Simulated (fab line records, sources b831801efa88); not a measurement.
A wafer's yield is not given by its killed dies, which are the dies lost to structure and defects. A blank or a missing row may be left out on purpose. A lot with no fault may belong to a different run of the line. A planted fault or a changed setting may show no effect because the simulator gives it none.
Chamber matching || flow gf180mcu || rie-si-01 running GF_POLY_GATE_ETCH_13: 4 sister chambers
The step etches poly-Si in HBr/Cl2, stops on SiO2, target depth 198.5 nm, time 69.6 s. 14 wafers are shown with their chamber, then 7 later ones without.

== WAFERS, EACH WITH ITS CHAMBER ==
{"wafer": "L258.4", "chamber": 0, "drypump-motor-current-A (A)": 5.70, "run-length-s (s)": 98.5, "oes-product-au (a.u.)": 0.981}
{"wafer": "L258.5", "chamber": 0, "drypump-motor-current-A (A)": 5.70, "run-length-s (s)": 98.3, "oes-product-au (a.u.)": 0.990}
{"wafer": "L258.6", "chamber": 1, "drypump-motor-current-A (A)": 5.69, "run-length-s (s)": 97.1, "oes-product-au (a.u.)": 0.996}
{"wafer": "L259.2", "chamber": 3, "drypump-motor-current-A (A)": 5.62, "run-length-s (s)": 98.1, "oes-product-au (a.u.)": 1.002}
{"wafer": "L259.3", "chamber": 0, "drypump-motor-current-A (A)": 5.71, "run-length-s (s)": 98.7, "oes-product-au (a.u.)": 0.990}
{"wafer": "L259.6", "chamber": 0, "drypump-motor-current-A (A)": 5.71, "run-length-s (s)": 98.3, "oes-product-au (a.u.)": 0.997}
{"wafer": "L262.1", "chamber": 1, "drypump-motor-current-A (A)": 5.75, "run-length-s (s)": 97.1, "oes-product-au (a.u.)": 0.991}
{"wafer": "L262.3", "chamber": 3, "drypump-motor-current-A (A)": 5.63, "run-length-s (s)": 98.3, "oes-product-au (a.u.)": 1.001}
{"wafer": "L262.4", "chamber": 1, "drypump-motor-current-A (A)": 5.76, "run-length-s (s)": 97.3, "oes-product-au (a.u.)": 0.984}
{"wafer": "L268.1", "chamber": 2, "drypump-motor-current-A (A)": 5.32, "run-length-s (s)": 99.0, "oes-product-au (a.u.)": 0.994}
{"wafer": "L268.3", "chamber": 3, "drypump-motor-current-A (A)": 5.60, "run-length-s (s)": 98.6, "oes-product-au (a.u.)": 0.986}
{"wafer": "L268.6", "chamber": 2, "drypump-motor-current-A (A)": 5.33, "run-length-s (s)": 98.4, "oes-product-au (a.u.)": 0.995}
{"wafer": "L277.1", "chamber": 2, "drypump-motor-current-A (A)": 5.30, "run-length-s (s)": 98.2, "oes-product-au (a.u.)": 0.990}
{"wafer": "L277.4", "chamber": 1, "drypump-motor-current-A (A)": 5.74, "run-length-s (s)": 97.1, "oes-product-au (a.u.)": 0.983}

SIGNATURES (averages over the wafers above)
{"reading": "drypump-motor-current-A", "chamber 0": 5.7050, "chamber 1": 5.7350, "chamber 2": 5.3167, "chamber 3": 5.6167, "scatter within a chamber": 0.0198}
{"reading": "run-length-s", "chamber 0": 98.450, "chamber 1": 97.150, "chamber 2": 98.533, "chamber 3": 98.333, "scatter within a chamber": 0.248}
{"reading": "oes-product-au", "chamber 0": 0.98950, "chamber 1": 0.98850, "chamber 2": 0.99300, "chamber 3": 0.99633, "scatter within a chamber": 0.00645}
Rule: for a wafer and a chamber, the distance is found by dividing, reading by reading, the gap between the wafer's reading and the chamber's mean by the reading's scatter, squaring, summing and taking the root. The wafer belongs to the nearest chamber; if the next one is less than 2 further off, it can't be placed. The scatter: the root of (the sum of the squares of (reading less its chamber's mean) over the shown wafers, divided by (wafers less chambers)).

== WAFERS WITHOUT THEIR CHAMBER ==
{"wafer": "L277.5", "drypump-motor-current-A (A)": 5.63, "run-length-s (s)": 98.4, "oes-product-au (a.u.)": 0.997}
{"wafer": "L278.1", "drypump-motor-current-A (A)": 5.29, "run-length-s (s)": 98.3, "oes-product-au (a.u.)": 0.991}
{"wafer": "L278.2", "drypump-motor-current-A (A)": 5.71, "run-length-s (s)": 97.6, "oes-product-au (a.u.)": 0.983}
{"wafer": "L278.3", "drypump-motor-current-A (A)": 5.62, "run-length-s (s)": 98.2, "oes-product-au (a.u.)": 1.000}
{"wafer": "L279.3", "drypump-motor-current-A (A)": 5.75, "run-length-s (s)": 97.1, "oes-product-au (a.u.)": 0.971}
{"wafer": "L279.4", "drypump-motor-current-A (A)": 5.31, "run-length-s (s)": 98.6, "oes-product-au (a.u.)": 0.990}
{"wafer": "L279.5", "drypump-motor-current-A (A)": 5.72, "run-length-s (s)": 98.6, "oes-product-au (a.u.)": 0.996}

== WHICH CHAMBER EACH WENT THROUGH ==
{"wafer": "L277.5", "from the rows above": 3, "in truth": 3}
{"wafer": "L278.1", "from the rows above": 2, "in truth": 2}
{"wafer": "L278.2", "from the rows above": "can't be placed: 1 or 0", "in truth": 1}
{"wafer": "L278.3", "from the rows above": 3, "in truth": 3}
{"wafer": "L279.3", "from the rows above": 1, "in truth": 1}
{"wafer": "L279.4", "from the rows above": 2, "in truth": 2}
{"wafer": "L279.5", "from the rows above": 0, "in truth": 0}
Correct placement for 6 of the 7. From these rows, 1 cannot be placed; in 1 the true chamber is one of the candidates. Wrongly placed: 0.
